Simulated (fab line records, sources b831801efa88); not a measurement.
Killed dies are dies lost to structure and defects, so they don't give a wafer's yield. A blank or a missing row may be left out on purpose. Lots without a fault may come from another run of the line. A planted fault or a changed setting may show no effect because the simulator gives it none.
Which tool did it? | flow gf180mcu | 13 lots, 39 wafers sampled, at 5 steps of a route of 602

WHAT THE GAUGES READ, wafer by wafer
GF_VT_IMPLANT_OVL_MEAS_40. Usual: VT_IMPLANT_03_OVL -0.3 nm, standard deviation 1.6.
lot  | measured     | on         | VT_IMPLANT_03_OVL (nm) | flag
L788 | day 7 11:53  | overlay-01 | 0.9 -1.5 0.7           |
L790 | day 8 00:44  | overlay-02 | -0.2 -1.0 0.3          |
L791 | day 8 09:12  | overlay-01 | -1.7 -1.6 -1.4         |
L792 | day 8 15:57  | overlay-01 | -2.6 -1.6 0.3          |
L793 | day 8 22:02  | overlay-01 | -1.9 -3.2 -1.8         |
L797 | day 10 00:28 | overlay-02 | -1.2 -2.0 1.2          |
L798 | day 10 07:06 | overlay-01 | -1.9 -3.5 -1.3         |
L804 | day 11 23:49 | overlay-01 | -1.6 -0.3 -0.3         |
L806 | day 12 16:29 | overlay-01 | -1.3 -1.0 -2.3         |
L808 | day 13 04:09 | overlay-02 | -0.1 -0.8 0.6          |
L809 | day 13 15:01 | overlay-01 | -1.3 0.1 1.3           |
L810 | day 13 18:02 | overlay-01 | -2.0 -1.2 -0.1         |
L811 | day 14 03:24 | overlay-02 | 0.4 0.0 1.9            |

GF_HV_LDD_THK_MEAS_55. Usual: HV_LDD_CVD_54_THK 9.96 nm, standard deviation 0.11.
lot  | measured     | on            | HV_LDD_CVD_54_THK (nm) | flag
L788 | day 12 09:40 | film_metro-02 | 10.01 9.96 9.95        |
L790 | day 12 23:22 | film_metro-02 | 9.96 9.89 9.98         |
L791 | day 13 09:27 | film_metro-02 | 9.80 9.89 9.87         |
L792 | day 13 21:02 | film_metro-04 | 9.96 9.94 9.89         |
L793 | day 14 01:49 | film_metro-03 | 9.97 9.95 10.02        |
L797 | day 15 08:52 | film_metro-03 | 20.28 20.42 20.21      | OFF
L798 | day 15 18:20 | film_metro-03 | 20.37 20.46 20.37      | OFF
L804 | day 17 17:54 | film_metro-02 | 9.98 9.97 10.00        |
L806 | day 18 15:07 | film_metro-03 | 10.01 9.91 10.05       |
L808 | day 19 04:44 | film_metro-02 | 9.97 9.88 9.96         |
L809 | day 19 16:23 | film_metro-03 | 10.01 9.88 9.92        |
L810 | day 19 22:13 | film_metro-02 | 10.05 10.10 10.21      |
L811 | day 20 09:13 | film_metro-04 | 10.02 9.98 9.94        |

GF_PSD_TW_MEAS_11. Usual: PSD_TW 3191, standard deviation 28.
lot  | measured     | on            | PSD_TW         | flag
L788 | day 14 04:25 | film_metro-03 | 3184 3193 3210 |
L790 | day 14 19:26 | film_metro-03 | 3190 3218 3198 |
L791 | day 15 07:17 | film_metro-01 | 3184 3177 3180 |
L792 | day 15 17:34 | film_metro-03 | 3219 3209 3200 |
L793 | day 15 23:52 | film_metro-03 | 3215 3233 3216 |
L797 | day 17 07:08 | film_metro-02 | 3229 3248 3242 |
L798 | day 17 16:46 | film_metro-01 | 3151 3150 3138 |
L804 | day 19 20:29 | film_metro-03 | 3209 3186 3220 |
L806 | day 20 16:48 | film_metro-01 | 3171 3152 3159 |
L808 | day 21 07:52 | film_metro-03 | 3195 3196 3210 |
L809 | day 21 17:58 | film_metro-01 | 3169 3166 3178 |
L810 | day 22 00:00 | film_metro-03 | 3187 3185 3203 |
L811 | day 22 10:08 | film_metro-01 | 3184 3184 3181 |

WHICH TOOL RAN EACH LOT (tool, then ch and the chambers of the sampled wafers, then the start)
lot  | GF_POLY_GATE_STRIP_14                | GF_HV_LDD_CVD_54
L788 | plasma_asher-03 ch 1, day 9 04:58    | lpcvd-01 ch 1, day 12 08:38
L790 | plasma_asher-04 ch 0,1, day 9 17:16  | lpcvd-02 ch 1, day 12 22:20
L791 | plasma_asher-03 ch 0,1, day 10 01:06 | lpcvd-01 ch 0, day 13 07:53
L792 | plasma_asher-02 ch 0,1, day 10 09:22 | lpcvd-01 ch 0, day 13 19:59
L793 | plasma_asher-04 ch 0,1, day 10 15:22 | lpcvd-02 ch 1, day 14 00:47
L797 | plasma_asher-04 ch 0,1, day 11 18:25 | lpcvd-01 ch 1, day 15 07:50
L798 | plasma_asher-02 ch 0,1, day 12 03:42 | lpcvd-01 ch 0, day 15 17:17
L804 | plasma_asher-02 ch 0,1, day 13 22:47 | lpcvd-02 ch 0, day 17 16:52
L806 | plasma_asher-04 ch 0,1, day 14 17:37 | lpcvd-02 ch 1, day 18 14:05
L808 | plasma_asher-03 ch 0,1, day 15 05:53 | lpcvd-02 ch 1, day 19 03:42
L809 | plasma_asher-02 ch 0,1, day 15 15:16 | lpcvd-01 ch 0, day 19 14:51
L810 | plasma_asher-02 ch 0,1, day 15 19:34 | lpcvd-02 ch 1, day 19 20:41
L811 | plasma_asher-03 ch 0,1, day 16 06:13 | lpcvd-01 ch 1, day 20 07:41
- GF_POLY_GATE_STRIP_14: strips in O2/N2.
- GF_HV_LDD_CVD_54: deposits SiO2 from TEOS, target thk 10 nm, time 75 s.

WHAT THE TOOLS THEMSELVES READ (means of the sampled wafers that have a number; where no wafer has one, the mark that the record gives instead)
GF_POLY_GATE_STRIP_14. Usual: drypump_motor_current_A 5.73 A, standard deviation 0.25; heater_power_w 306 W, standard deviation 25; oes_product_au 0.502 a.u., standard deviation 0.0045.
lot  | tool            | drypump_motor_current_A (A) | heater_power_w (W) | oes_product_au (a.u.) | flag
L788 | plasma_asher-03 | 5.88                        | 341                | 0.502                 |
L790 | plasma_asher-04 | 5.51                        | 307                | 0.502                 |
L791 | plasma_asher-03 | 5.74                        | 327                | 0.505                 |
L792 | plasma_asher-02 | 6.07                        | 303                | 0.497                 |
L793 | plasma_asher-04 | 5.63                        | 307                | 0.502                 |
L797 | plasma_asher-04 | 5.52                        | 306                | 0.505                 |
L798 | plasma_asher-02 | 5.94                        | 275                | 0.503                 |
L804 | plasma_asher-02 | 5.95                        | 276                | 0.497                 |
L806 | plasma_asher-04 | 5.51                        | 304                | 0.501                 |
L808 | plasma_asher-03 | 5.74                        | 335                | 0.504                 |
L809 | plasma_asher-02 | 5.92                        | 280                | 0.507                 |
L810 | plasma_asher-02 | 6.06                        | 310                | 0.505                 |
L811 | plasma_asher-03 | 5.80                        | 339                | 0.504                 |

GF_HV_LDD_CVD_54. Usual: spike_tc_bottom_C 698.8 C, standard deviation 1.3; spike_tc_centre_C 680.5 C, standard deviation 1.2; spike_tc_lower_C 679.2 C, standard deviation 1.5; spike_tc_top_C 698.5 C, standard deviation 1.6; spike_tc_upper_C 679.8 C, standard deviation 1.2; susceptor_temp_C 680.0 C, standard deviation 0.3.
lot  | tool     | spike_tc_bottom_C (C) | spike_tc_centre_C (C) | spike_tc_lower_C (C) | spike_tc_top_C (C) | spike_tc_upper_C (C) | susceptor_temp_C (C) | flag
L788 | lpcvd-01 | 698.0                 | 681.8                 | 680.3                | 697.6              | 679.2                | 680.2                |
L790 | lpcvd-02 | 698.0                 | 680.5                 | 678.2                | 699.9              | 679.5                | 679.9                |
L791 | lpcvd-01 | 699.6                 | 680.5                 | 680.2                | 698.9              | 680.7                | 680.2                |
L792 | lpcvd-01 | 700.2                 | 680.1                 | 679.9                | 699.0              | 681.5                | 679.6                |
L793 | lpcvd-02 | 698.1                 | 680.3                 | 677.3                | 699.2              | 678.9                | 679.9                |
L797 | lpcvd-01 | 736.6                 | 721.0                 | 719.4                | 734.4              | 719.5                | 719.7                | OFF
L798 | lpcvd-01 | 739.6                 | 719.4                 | 718.4                | 736.9              | 719.3                | 719.8                | OFF
L804 | lpcvd-02 | 698.8                 | 680.4                 | 680.3                | 696.8              | 681.3                | 680.3                |
L806 | lpcvd-02 | 699.1                 | 679.7                 | 678.1                | 700.0              | 679.7                | 680.0                |
L808 | lpcvd-02 | 697.8                 | 680.1                 | 678.1                | 700.9              | 679.7                | 679.9                |
L809 | lpcvd-01 | 701.0                 | 679.0                 | 679.8                | 699.0              | 679.9                | 679.8                |
L810 | lpcvd-02 | 698.1                 | 679.7                 | 678.1                | 699.6              | 679.2                | 680.0                |
L811 | lpcvd-01 | 697.7                 | 680.5                 | 680.1                | 698.1              | 679.0                | 680.2                |

THE ANSWER, worked out from the rows above alone
Rule: a lot is off if the mean of its wafers that have a number lies more than 3 standard deviations from the usual mean. A lot without any number at a reading at which 4 lots or more have one is off too. The other lots that the step has rows for count as sound. The gauges are gone through in route order, then the tools' own readings, and for those a lot's mean is taken as printed above. The first step at which some lot is off is used, and at that step the reading that is off furthest; a lot without a number counts as furthest.
Off: L797, L798, at GF_HV_LDD_THK_MEAS_55 (HV_LDD_CVD_54_THK).
A tool fits if, at a process step before that reading, it ran every lot that is off, and no sound lot after the first of them. The gauges at GF_HV_LDD_THK_MEAS_55 aren't tried: what is off there is off at GF_HV_LDD_CVD_54 too, on other tools, and a gauge's error can't cause that. None of those tried fits.

WHAT THE SIMULATOR HAD PUT IN
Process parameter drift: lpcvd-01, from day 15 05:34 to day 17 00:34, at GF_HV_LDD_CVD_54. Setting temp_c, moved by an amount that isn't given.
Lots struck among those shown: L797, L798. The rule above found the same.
